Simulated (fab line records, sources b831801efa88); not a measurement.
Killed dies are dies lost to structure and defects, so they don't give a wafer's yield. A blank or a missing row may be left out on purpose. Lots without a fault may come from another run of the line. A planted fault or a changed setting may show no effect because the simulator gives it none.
fab line records | flow sky130
record lots=7 wafers=21 last_day=50
route steps=708 shown SD_N@344 PAD_OPEN@708
lots that met no fault: from a run of the same line without faults
start_h: hours from the record's first day to the start of the lot's first wafer shown | wait_h: hours since the lot's step before | " the same as in the row above | L1.1+2: a row that stands for several wafers | - no value, or no start given | * or withheld: withheld | < > ~ a bound
route shown NAME@n: a module of which the file shows steps, and the number in the route of the first | usual: mean/standard deviation of fault-free wafers | same: alike in all rows | chamber/n: place in a boat | sites: the reading at each site | _std_site: their standard deviation | _edge_site: outer sites' mean less inner sites' | radius_mm: how far each site lies from the wafer's centre | mask NAME#n: copy n | behind: the tool/chamber that last shaped the wafer | hold: why the lot was held/for how many hours/how that ended | device: the transistor (n, p or np) that didn't switch | end of line: the same wafers' tests at the end of the route | a step without rows: its recipe alone | killed: dies lost to structure and defects at the first sort, not the wafer's yield | map: a wafer's dies, x killed, . not, _ none there
set.NAME: the setting as run; set.NAME@STEP: as run at that earlier step | model.NAME: the simulator's own value behind a step, which no gauge read
lots at some steps of the route; a table a step, a row a wafer
services: from which hour (start_h, from the record's first day; less than 0 if before it) a tool's chamber was out of use, for how many hours, and why
## steps
# step SKY_SD_N_COAT_02
# recipe resist=NOVOLAK spin_rpm=3000 resist_thk_nm=1140
# step SKY_SD_N_SOFTBAKE_03
# recipe temp_c=90 time_s=60 resist=NOVOLAK
# step SKY_SD_N_EXPOSE_04
# recipe mask_id=NSDM na=0.6 source_shape=conventional sigma_outer=0.6 polarization=unpolarized target_cd_nm=380 dose_mj=141
# step SKY_SD_N_PEB_05
# recipe temp_c=withheld time_s=* resist=NOVOLAK
# step SKY_SD_N_DEVELOP_06
# recipe resist=NOVOLAK developer=TMAH develop_time_s=60 dev_temp_c=23
# step SKY_SD_N_CD_MEAS_07
# recipe target_cd_nm=380
# usual cd_nm=380.7/2.2
# columns lot.wafer tool chamber start_h wait_h cd_nm
L298.2 cd_sem-02 - 689.38 0.1 378.2
L298.4 " - " " 380.7
L298.5 " - " " 379.3
L303.1 cd_sem-02 - 735.26 0.1 384.1
L303.2 " - " " 381.2
L303.3 " - " " 380.1
L304.3 cd_sem-02 - 745.34 0.1 376.2
L304.4 " - " " 375.5
L304.6 " - " " 374.0
L306.1 cd_sem-02 - 746.31 0.1 380.4
L306.2 " - " " 379.0
L306.5 " - " " 381.6
L308.1 cd_sem-02 - 775.14 0.1 384.5
L308.4 " - " " 383.6
L308.5 " - " " 380.8
L314.3 cd_sem-01 - 804.08 0.1 380.5
L314.4 " - " " 380.9
L314.5 " - " " 379.2
L318.1 cd_sem-01 - 824.34 0.1 378.9
L318.3 " - " " 383.7
L318.4 " - " " 380.7
# step SKY_SD_N_OVL_MEAS_08
# usual SD_N_OVL=-1.3/1.1
# columns lot.wafer tool chamber start_h wait_h SD_N_OVL[nm]
L298.2 overlay-01 - 689.48 0.1 -1.4
L298.4 " - " " -0.3
L298.5 " - " " -0.1
L303.1 overlay-01 - 735.38 0.1 -2.0
L303.2 " - " " -2.0
L303.3 " - " " -0.7
L304.3 overlay-01 - 745.43 0.1 -1.9
L304.4 " - " " -1.0
L304.6 " - " " -1.4
L306.1 overlay-02 - 746.43 0.1 -1.3
L306.2 " - " " -0.3
L306.5 " - " " -1.3
L308.1 overlay-01 - 775.26 0.1 -1.8
L308.4 " - " " -1.4
L308.5 " - " " -1.5
L314.3 overlay-02 - 804.17 0.1 -2.1
L314.4 " - " " -4.0
L314.5 " - " " -3.3
L318.1 overlay-01 - 824.46 0.1 -2.2
L318.3 " - " " -2.3
L318.4 " - " " -2.6
# step SKY_SD_N_IMPLANT_09
# recipe species=As energy_kev=50 dose_cm2=4e+15 tilt_deg=0
# step SKY_SD_N_IMPLANT_10
# recipe species=P energy_kev=20 dose_cm2=1e+14 tilt_deg=0
# step SKY_SD_N_STRIP_11
# recipe chemistry=O2/N2 power_w=1400 pressure_mtorr=1500 platen_temp_c=withheld o2_flow_sccm=3000 n2_flow_sccm=300 overash_fraction=0.5
# usual drypump_motor_current_A=5.76/0.12 oes_product_au=0.527/0.0045 strip_time_to_endpoint_s=22.55/0.044
# columns lot.wafer tool chamber start_h wait_h drypump_motor_current_A oes_product_au rf_hours_counter_h strip_time_to_endpoint_s
L298.2 plasma_asher-01 1 689.81 0.1 5.78 0.524 98 22.56
L298.4 " 0 " " 5.84 0.521 - 22.53
L298.5 " 0 " " 5.83 0.531 - 22.46
L303.1 plasma_asher-04 0 735.71 0.1 5.63 0.531 30 22.56
L303.2 " 1 " " 5.80 0.529 30 22.60
L303.3 " 0 " " 5.67 0.523 - 22.56
L304.3 plasma_asher-04 1 745.79 0.1 5.81 0.530 - 22.53
L304.4 " 0 " " 5.74 0.522 - 22.54
L304.6 " 0 " " 5.70 0.529 - 22.58
L306.1 plasma_asher-02 1 746.76 0.1 5.90 0.525 95 22.59
L306.2 " 0 " " 5.53 0.535 95 22.56
L306.5 " 1 " " 5.87 0.529 - 22.59
L308.1 plasma_asher-02 0 775.59 0.1 5.56 0.533 98 22.53
L308.4 " 0 " " 5.53 0.532 - 22.56
L308.5 " 1 " " 5.91 0.534 - 22.50
L314.3 plasma_asher-02 1 804.53 0.1 5.92 0.530 - 22.56
L314.4 " 0 " " 5.54 0.534 - 22.58
L314.5 " 0 " " 5.53 0.537 - 22.60
L318.1 plasma_asher-02 1 824.79 0.1 5.91 0.533 103 22.64
L318.3 " 0 " " 5.55 0.529 - 22.63
L318.4 " 1 " " 5.90 0.526 - 22.62
# step SKY_SD_N_TW_MEAS_12
# usual SD_N_TW=4015/60
# columns lot.wafer tool chamber start_h wait_h SD_N_TW
L298.2 film_metro-04 - 689.92 0.1 4040
L298.4 " - " " 4036
L298.5 " - " " 4030
L303.1 film_metro-02 - 735.81 0.1 3982
L303.2 " - " " 3979
L303.3 " - " " 3967
L304.3 film_metro-02 - 745.87 0.1 3951
L304.4 " - " " 3911
L304.6 " - " " 3922
L306.1 film_metro-04 - 746.86 0.1 4095
L306.2 " - " " 4073
L306.5 " - " " 4082
L308.1 film_metro-04 - 775.69 0.1 4097
L308.4 " - " " 4088
L308.5 " - " " 4076
L314.3 film_metro-02 - 804.61 0.1 3979
L314.4 " - " " 3969
L314.5 " - " " 3968
L318.1 film_metro-04 - 824.89 0.1 4063
L318.3 " - " " 4055
L318.4 " - " " 4066
# step SKY_SD_N_CLEAN_13
# recipe chemistry=SC1/SC2 mix=1:4:20 temp_c=70 time_s=150 dry=n2_spin
# step SKY_SD_N_RTA_14
# recipe temp_c=1075 time_s=2 idle_temp_c=650 ramp_up_c_per_s=150 ramp_down_c_per_s=90 ambient=N2
# usual anneal_temp_c_max=1080.2/1.4 lamp_power_pct=15.74/0.049 wafer_temp_C_max=1078.1/1.4
# same time_s=2
# columns lot.wafer tool chamber start_h wait_h anneal_temp_c_max lamp_power_pct wafer_temp_C_max
L298.2 rtp_anneal-02 0 690.03 0.0 1081.8 15.74 1076.1
L298.4 " 0 " " 1080.8 15.70 1078.3
L298.5 " 0 " " 1080.9 15.69 1077.0
L303.1 rtp_anneal-01 0 735.92 0.0 1078.4 15.77 1076.4
L303.2 " 0 " " 1078.7 15.68 1080.9
L303.3 " 0 " " 1079.0 15.78 1076.0
L304.3 rtp_anneal-01 0 745.98 0.0 1078.6 15.72 1078.6
L304.4 " 0 " " 1079.5 15.80 1079.1
L304.6 " 0 " " 1080.1 15.78 1077.4
L306.1 rtp_anneal-02 0 747.02 0.0 1079.0 15.74 1080.6
L306.2 " 0 " " 1080.2 15.72 1079.9
L306.5 " 0 " " 1082.4 15.76 1078.6
L306.1 rtp_anneal-02 0 747.24 0.2 1079.7 15.79 1077.6
L306.2 " 0 " " 1081.2 15.77 1077.5
L306.5 " 0 " " 1081.5 15.68 1075.5
L308.1 rtp_anneal-02 0 775.80 0.0 1082.0 15.77 1077.4
L308.4 " 0 " " 1080.7 15.66 1078.2
L308.5 " 0 " " 1081.5 15.68 1076.7
L308.1 rtp_anneal-02 0 776.02 0.2 1081.1 15.67 1078.1
L308.4 " 0 " " 1081.6 15.88 1079.2
L308.5 " 0 " " 1081.2 15.73 1078.0
L314.3 rtp_anneal-02 0 804.73 0.0 1081.2 15.72 1079.6
L314.4 " 0 " " 1081.2 15.67 1077.6
L314.5 " 0 " " 1083.0 15.71 1081.1
L314.3 rtp_anneal-02 0 804.95 0.2 1080.8 15.76 1077.6
L314.4 " 0 " " 1082.8 15.73 1077.8
L314.5 " 0 " " 1080.7 15.69 1077.9
L318.1 rtp_anneal-02 0 825.00 0.0 1082.2 15.64 1075.7
L318.3 " 0 " " 1081.1 15.67 1076.5
L318.4 " 0 " " 1081.5 15.77 1079.9
# step SKY_PAD_OPEN_PROBE_99
# usual killed_at_M0_to_M3=43/6.9 killed_at_M4_up=3.0/1.8 killed_at_contacts=24/4.8 killed_at_front_end=15/4.5 killed_at_other=0.4/0.67 killed_dies=86/9.2 killed_open=46/6.9 killed_short=39/6
# same gross_dies=492 killed_at_back_side=0
# columns lot.wafer tool chamber start_h wait_h killed_at_M0_to_M3 killed_at_M4_up killed_at_contacts killed_at_front_end killed_at_other killed_dies killed_open killed_short model.etest.res_xhigh_po.line_ohm_um model.etest.res_xhigh_po.rs_ohm_sq model.etest.pfet_01v8.r_on_ohm_um model.etest.res_pdiff.line_ohm_um model.etest.pfet_g5v0d10v5.r_on_ohm_um model.etest.res_high_po.line_ohm_um model.etest.licon_high_po.rc_ohm model.etest.res_ndiff.line_ohm_um
L298.2 prober-01 - 1109.77 0.1 39 4 23 12 0 78 34 43 5866 2050 2928 1348 4721 756.1 336.7 732.2
L298.4 prober-01 - 1109.87 0.2 33 3 14 21 1 72 36 33 5532 1930 2980 1358 4829 700.1 344.4 734.2
L298.5 prober-01 - 1109.92 0.2 40 8 22 15 1 86 45 41 5742 2008 2967 1379 4847 737.5 344.9 741
L303.1 prober-02 - 1142.39 0.1 32 5 21 17 0 75 42 32 5886 2055 2934 1398 4744 760.4 366.3 765.6
L303.2 prober-02 - 1142.44 0.1 35 4 27 11 1 78 35 43 5878 2014 2874 1395 4654 750.7 352.6 765.2
L303.3 prober-02 - 1142.49 0.2 39 4 25 8 0 76 36 40 5707 1989 2924 1388 4712 746.6 356.6 761
L304.3 prober-02 - 1145.99 0.2 31 8 21 21 0 81 41 40 5795 2025 2828 1352 4746 772.3 355.6 773.2
L304.4 prober-02 - 1146.04 0.2 37 7 29 11 0 84 40 44 5658 2018 2834 1366 4809 768.7 343.2 779.8
L304.6 prober-02 - 1146.14 0.2 38 6 21 25 0 90 49 41 5823 2017 2851 1367 4841 755.1 361.3 775
L306.1 prober-01 - 1147.47 0.1 35 2 29 10 1 77 42 34 4084 1424 2408 1110 4511 611.3 248.4 676.3
L306.2 prober-01 - 1147.52 0.1 37 5 21 12 0 75 43 32 4066 1444 2455 1112 4605 626.5 266.3 681.9
L306.5 prober-01 - 1147.67 0.2 35 7 17 9 0 68 38 30 4175 1452 2481 1087 4568 614 260.2 673.9
L308.1 prober-01 - 1165.77 0.1 44 2 30 13 2 91 43 46 4184 1478 2519 1175 4634 625.7 257.7 699.9
L308.4 prober-01 - 1165.92 0.2 43 3 27 16 0 89 44 45 4346 1527 2500 1162 4634 644.5 267.2 697
L308.5 prober-01 - 1165.97 0.2 41 3 24 16 0 84 50 34 4262 1481 2511 1169 4571 627.6 247 700.4
L314.3 prober-02 - 1183.72 0.2 55 2 17 16 2 92 55 37 4482 1532 2406 1137 4642 647.8 259.3 689
L314.4 prober-02 - 1183.77 0.2 40 5 16 17 0 78 42 36 4575 1582 2445 1129 4590 648.7 265.7 689.4
L314.5 prober-02 - 1183.82 0.2 36 3 25 23 0 87 51 36 4368 1505 2430 1154 4610 633.8 267.3 683.2
L318.1 prober-02 - 1199.84 0.1 50 2 23 8 0 83 44 39 5476 1920 2962 1390 4758 719.4 350.9 768.3
L318.3 prober-02 - 1199.94 0.2 50 5 21 10 1 87 42 45 5408 1904 2980 1420 4824 716.3 361.2 787.4
L318.4 prober-02 - 1199.99 0.2 42 2 20 20 1 85 46 39 5598 1958 2904 1402 4769 749.4 342.6 779.1
# killed by level:class
L298.2 METAL2:geometric_particle:short=7 CONTACT:geometric_particle:short=6 LI_CONTACT:geometric_particle:open=5 VIA2:geometric_particle:open=5 LOCAL_INTERCONNECT:geometric_particle:short=5 CONTACT:geometric_particle:open=5 METAL1:geometric_particle:short=5 VIA1:geometric_particle:open=5
L298.4 VIA1:geometric_particle:open=9 VIA3:geometric_particle:open=7 FIELD_ISO:geometric_particle:short=5 POLY_GATE:geometric_particle:short=5 CONTACT:geometric_particle:open=5 VIA1:geometric_particle:short=4 LI_CONTACT:geometric_particle:open=4 FIELD_ISO:geometric_particle:open=3
L298.5 VIA1:geometric_particle:open=10 CONTACT:geometric_particle:open=9 METAL2:geometric_particle:short=6 METAL4:geometric_particle:short=5 CONTACT:geometric_particle:short=4 LI_CONTACT:geometric_particle:open=4 METAL1:geometric_particle:short=4 VIA1:geometric_particle:short=4
L303.1 LI_CONTACT:geometric_particle:open=9 FIELD_ISO:geometric_particle:open=8 VIA1:geometric_particle:open=8 CONTACT:geometric_particle:open=7 POLY_GATE:geometric_particle:short=7 METAL1:geometric_particle:short=5 VIA2:geometric_particle:open=4 METAL4:geometric_particle:short=4
L303.2 LI_CONTACT:geometric_particle:open=9 METAL1:geometric_particle:short=7 VIA1:geometric_particle:open=5 CONTACT:geometric_particle:open=5 CONTACT:geometric_particle:short=5 VIA1:geometric_particle:short=5 POLY_GATE:geometric_particle:short=4 METAL3:geometric_particle:short=4
L303.3 CONTACT:geometric_particle:open=9 LI_CONTACT:geometric_particle:open=8 VIA2:geometric_particle:open=8 VIA1:geometric_particle:open=7 METAL1:geometric_particle:short=6 METAL3:geometric_particle:short=5 FIELD_ISO:geometric_particle:short=4 CONTACT:geometric_particle:short=4
L304.3 LI_CONTACT:geometric_particle:open=8 CONTACT:geometric_particle:open=7 METAL1:geometric_particle:short=7 METAL4:geometric_particle:short=7 VIA1:geometric_particle:open=5 FIELD_ISO:geometric_particle:short=4 POLY_GATE:geometric_particle:short=4 LOCAL_INTERCONNECT:geometric_particle:short=4
L304.4 CONTACT:geometric_particle:open=13 VIA1:geometric_particle:open=8 VIA1:geometric_particle:short=8 CONTACT:geometric_particle:short=7 METAL2:geometric_particle:short=6 LI_CONTACT:geometric_particle:open=5 METAL4:geometric_particle:short=5 VIA3:geometric_particle:open=4
L304.6 VIA1:geometric_particle:open=13 FIELD_ISO:geometric_particle:open=9 POLY_GATE:geometric_particle:short=7 VIA1:geometric_particle:short=6 LI_CONTACT:geometric_particle:open=5 VIA3:geometric_particle:open=5 LOCAL_INTERCONNECT:geometric_particle:short=4 VIA2:geometric_particle:open=4
L306.1 CONTACT:geometric_particle:open=13 VIA1:geometric_particle:open=10 CONTACT:geometric_particle:short=6 LI_CONTACT:geometric_particle:open=5 METAL1:geometric_particle:short=5 VIA1:geometric_particle:short=4 POLY_GATE:geometric_particle:open=3 LI_CONTACT:geometric_particle:short=3
L306.2 CONTACT:geometric_particle:open=10 VIA3:geometric_particle:open=7 VIA1:geometric_particle:open=7 VIA2:geometric_particle:open=5 SPACER:geometric_particle:open=4 LI_CONTACT:geometric_particle:short=4 VIA1:geometric_particle:short=4 FIELD_ISO:geometric_particle:short=3
L306.5 CONTACT:geometric_particle:open=9 VIA1:geometric_particle:open=9 VIA3:geometric_particle:open=8 METAL4:geometric_particle:short=6 LI_CONTACT:geometric_particle:open=4 METAL2:geometric_particle:short=4 VIA3:geometric_particle:short=4 POLY_GATE:geometric_particle:short=3
L308.1 LOCAL_INTERCONNECT:geometric_particle:short=8 CONTACT:geometric_particle:open=7 METAL1:geometric_particle:short=7 VIA1:geometric_particle:open=7 VIA2:geometric_particle:open=7 LI_CONTACT:geometric_particle:short=6 LI_CONTACT:geometric_particle:open=5 VIA3:geometric_particle:open=5
L308.4 VIA1:geometric_particle:open=9 CONTACT:geometric_particle:open=9 LI_CONTACT:geometric_particle:open=8 METAL1:geometric_particle:short=6 VIA3:geometric_particle:open=6 LI_CONTACT:geometric_particle:short=5 POLY_GATE:geometric_particle:open=4 VIA1:geometric_particle:short=4
L308.5 LI_CONTACT:geometric_particle:open=8 VIA3:geometric_particle:open=8 VIA1:geometric_particle:open=8 CONTACT:geometric_particle:open=7 FIELD_ISO:geometric_particle:open=6 VIA1:geometric_particle:short=5 METAL2:geometric_particle:short=5 VIA2:geometric_particle:open=5
L314.3 VIA1:geometric_particle:open=12 VIA2:geometric_particle:open=11 CONTACT:geometric_particle:open=6 VIA2:geometric_particle:short=6 METAL2:geometric_particle:short=5 METAL3:geometric_particle:short=5 VIA3:geometric_particle:open=5 POLY_GATE:geometric_particle:open=4
L314.4 METAL2:geometric_particle:short=10 VIA1:geometric_particle:open=8 LI_CONTACT:geometric_particle:open=7 FIELD_ISO:geometric_particle:open=6 POLY_GATE:geometric_particle:short=5 VIA3:geometric_particle:open=5 VIA3:geometric_particle:short=5 LOCAL_INTERCONNECT:geometric_particle:short=4
L314.5 LI_CONTACT:geometric_particle:open=11 CONTACT:geometric_particle:open=9 VIA1:geometric_particle:open=8 POLY_GATE:geometric_particle:short=7 VIA1:geometric_particle:short=6 VIA2:geometric_particle:open=6 FIELD_ISO:geometric_particle:short=5 FIELD_ISO:geometric_particle:open=4
L318.1 VIA3:geometric_particle:open=12 VIA1:geometric_particle:open=9 METAL1:geometric_particle:short=7 VIA1:geometric_particle:short=6 CONTACT:geometric_particle:short=6 CONTACT:geometric_particle:open=6 LI_CONTACT:geometric_particle:open=5 METAL2:geometric_particle:short=3
L318.3 VIA1:geometric_particle:open=13 METAL1:geometric_particle:short=9 LOCAL_INTERCONNECT:geometric_particle:short=7 VIA3:geometric_particle:open=6 FIELD_ISO:geometric_particle:short=5 VIA2:geometric_particle:open=5 VIA1:geometric_particle:short=5 LI_CONTACT:geometric_particle:open=4
L318.4 VIA1:geometric_particle:open=13 LOCAL_INTERCONNECT:geometric_particle:short=7 VIA1:geometric_particle:short=7 POLY_GATE:geometric_particle:open=6 FIELD_ISO:geometric_particle:short=5 LOCAL_INTERCONNECT:geometric_particle:open=5 LI_CONTACT:geometric_particle:open=4 VIA3:geometric_particle:open=4
## services
# columns tool chamber start_h hours kind
plasma_asher-01 - 716.09 1.6 repair
plasma_asher-01 - 733.75 9.0 pm
plasma_asher-01 0 733.75 9.0 vent_cycle
plasma_asher-01 1 733.75 9.0 vent_cycle
plasma_asher-01 - 740.57 1.8 repair
plasma_asher-01 0 742.75 - clean
plasma_asher-01 1 742.75 - clean
## key
first_sign step=SKY_SD_N_RTA_14 reading=visit direction=added
effect none on later readings
model_effect step=SKY_PAD_OPEN_PROBE_99 value=etest.res_xhigh_po.line_ohm_um without=5734 struck=4282
met_at SKY_SD_N_RTA_14
struck_wafers L306.1,L306.2,L306.5,L308.1,L308.4,L308.5,L314.3,L314.4,L314.5
tester_left_out L306,L308,L314
fault kind=repeated_step_whole tool=rtp_anneal-01,rtp_anneal-02 chamber=- onset_h=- steps=SKY_SD_N_RTA_14 times=1 scope=struck_lots_only
# tester_left_out: of these lots the tester's yield and bins aren't shown, on N5 and GAA mostly nor the transistor test; their killed dies are dies lost to structure and defects alone, not to doping, threshold or leakage, so they don't give the yield
